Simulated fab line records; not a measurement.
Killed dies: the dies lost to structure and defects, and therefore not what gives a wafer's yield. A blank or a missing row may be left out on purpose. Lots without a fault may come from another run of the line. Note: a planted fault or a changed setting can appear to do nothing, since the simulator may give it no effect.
Comparing a struck lot with a sound one -- flow sky130 -- 21 steps out of a route of 708
Sound: these wafers, L740.2, L740.3, L740.5. Wafers L753.4, L753.5, L753.6 were the ones struck. At the end, the cause is stated.
At each step with rows: each side's tool, then ch and its chambers, then its first start. Under that, the readings that differ: sound wafers -- struck wafers -- difference of the means -- sigmas: that difference in standard deviations of wafers without a fault.
alike: a reading whose means differ by less than 2 such deviations, as well as words and numbers matching on both sides. not compared: withheld readings; readings where some wafer has no value; bounds like >300 that might hide an equal value; numbers whose values overlap and for which the record gives no deviation.
A row with sigmas, a row that says differs or no value, or rows on one side alone: a step with any of these is where the two part. Non-overlapping numbers with no deviation appear without sigmas and do not part them. A reading missing from all wafers of one side parts the sides only when that side holds two or more wafers.

first, 1 step without rows for these wafers: SKY_RES_XHIGH_IMPLANT_07.
SKY_RES_XHIGH_STRIP_08: strips in O2/N2.
  sound on plasma asher-02 ch 0,1, day 27 13:49; struck on plasma asher-01 ch 0,1, day 32 08:24
  alike: drypump motor current A, n2 flow sccm, oes product au, strip time to endpoint s
  not compared: rf hours counter h
SKY_RES_XHIGH_TW_MEAS_09:
  sound on film metro-02 at day 27 13:56; struck on film metro-02 at day 32 08:30
  alike: RES_XHIGH_TW
then, 7 steps without rows for these wafers: SKY_SD_N_DEHYDRATE_00 (time 60 s); SKY_SD_N_HMDS_01 (prime time 60 s); SKY_SD_N_COAT_02 (resist thk 1140 nm); SKY_SD_N_SOFTBAKE_03 (time 60 s); SKY_SD_N_EXPOSE_04 (exposes mask NSDM, target cd 380 nm); SKY_SD_N_PEB_05; SKY_SD_N_DEVELOP_06 (develop time 60 s).
SKY_SD_N_CD_MEAS_07 targets a cd of 380 nm.
  sound on cd sem-02 at day 28 18:40; struck on cd sem-01 at day 33 11:18
reading,sound,struck,difference,sigmas
cd nm (nm),383.4 384.6 383.8,378.2 377.9 379.2,-5.5,-3
SKY_SD_N_OVL_MEAS_08:
  sound on overlay-01 at day 28 18:46; struck on overlay-02 at day 33 11:22
  alike: SD_N_OVL
SKY_SD_N_IMPLANT_09:
  sound on implanter-04 ch 0, day 28 18:49; struck on implanter-01 ch 0, day 33 11:28
reading,sound,struck,difference,sigmas
faraday current uA,12759 13111 12510,14509 14667 14472,+1756,+2
then, 1 step without rows for these wafers: SKY_SD_N_IMPLANT_10.
SKY_SD_N_STRIP_11: strips in O2/N2.
  sound on plasma asher-02 ch 0,1, day 28 19:06; struck on plasma asher-02 ch 0,1, day 33 11:44
reading,sound,struck,difference,sigmas
oes product au (a.u.),0.530 0.535 0.529,0.543 0.535 0.547,+0.010,+2
strip time to endpoint s (s),22.59 22.57 22.59,21.75 21.76 21.78,-0.82,-18
  alike: drypump motor current A, n2 flow sccm
  not compared: rf hours counter h
SKY_SD_N_TW_MEAS_12:
  sound on film metro-02 at day 28 19:13; struck on film metro-01 at day 33 11:49
  alike: SD_N_TW
then, 1 step without rows for these wafers: SKY_SD_N_CLEAN_13 (cleans in SC1/SC2, time 150 s).
SKY_SD_N_RTA_14: time 2 s.
  sound on rtp anneal-02 ch 0, day 28 19:19; struck on rtp anneal-01 ch 0, day 33 11:58
  alike: chamber o2 ppm, lamp power pct, wafer_temp_C_max
SKY_SD_N_RS_MEAS_16: measurement is done with a four-point probe.
  sound on film metro-01 at day 28 19:31; struck on film metro-01 at day 33 12:11
reading,sound,struck,difference,sigmas
SD_N_RS (ohm/sq),68.52 68.55 68.39,70.35 70.38 70.51,+1.93,+19
SKY_SD_N_RS_MEAS_17: measurement is done with a four-point probe.
  sound on film metro-01 at day 28 19:38; struck on film metro-01 at day 33 12:19
  alike: SD_P_RS
-- a jump in the record: the struck wafers' starts before and after are 16 days apart (it breaks off in module SD_N and resumes in module PAD_OPEN, where the first step shown is number 708 of the route) --
SKY_PAD_OPEN_PROBE_99:
  sound on prober-02 at day 46 12:10; struck on prober-01 at day 49 16:52
reading,sound,struck,difference,sigmas
model.etest.res ndiff.line ohm um,753.6 757.4 759.4,804.2 819.9 801.8,+51.8,
model.etest.sonos uncharged.r on ohm um,806.2 827 831.9,834.1 837.8 842.6,+16.5,
model.etest.res ndiff hv.rs ohm sq,112.9 113.2 112,119.5 120.5 119.7,+7.2,
model.etest.res ndiff.rs ohm sq,117.7 117.8 118.8,125.7 125.5 126.6,+7.8,
  alike: killed_at_M0_to_M3, killed_at_M4_up, killed at contacts, killed at front end, killed at other, killed dies, killed open, killed short
  not compared: model.etest.licon ndiff.rc ohm

## WHERE THEY PART
Earliest at SKY_SD_N_CD_MEAS_07; latest, in this record, at SKY_SD_N_RS_MEAS_16. Later steps at which nothing parts them and some readings are alike: SKY_SD_N_RS_MEAS_17, SKY_PAD_OPEN_PROBE_99.

WHY: what the simulator had put in
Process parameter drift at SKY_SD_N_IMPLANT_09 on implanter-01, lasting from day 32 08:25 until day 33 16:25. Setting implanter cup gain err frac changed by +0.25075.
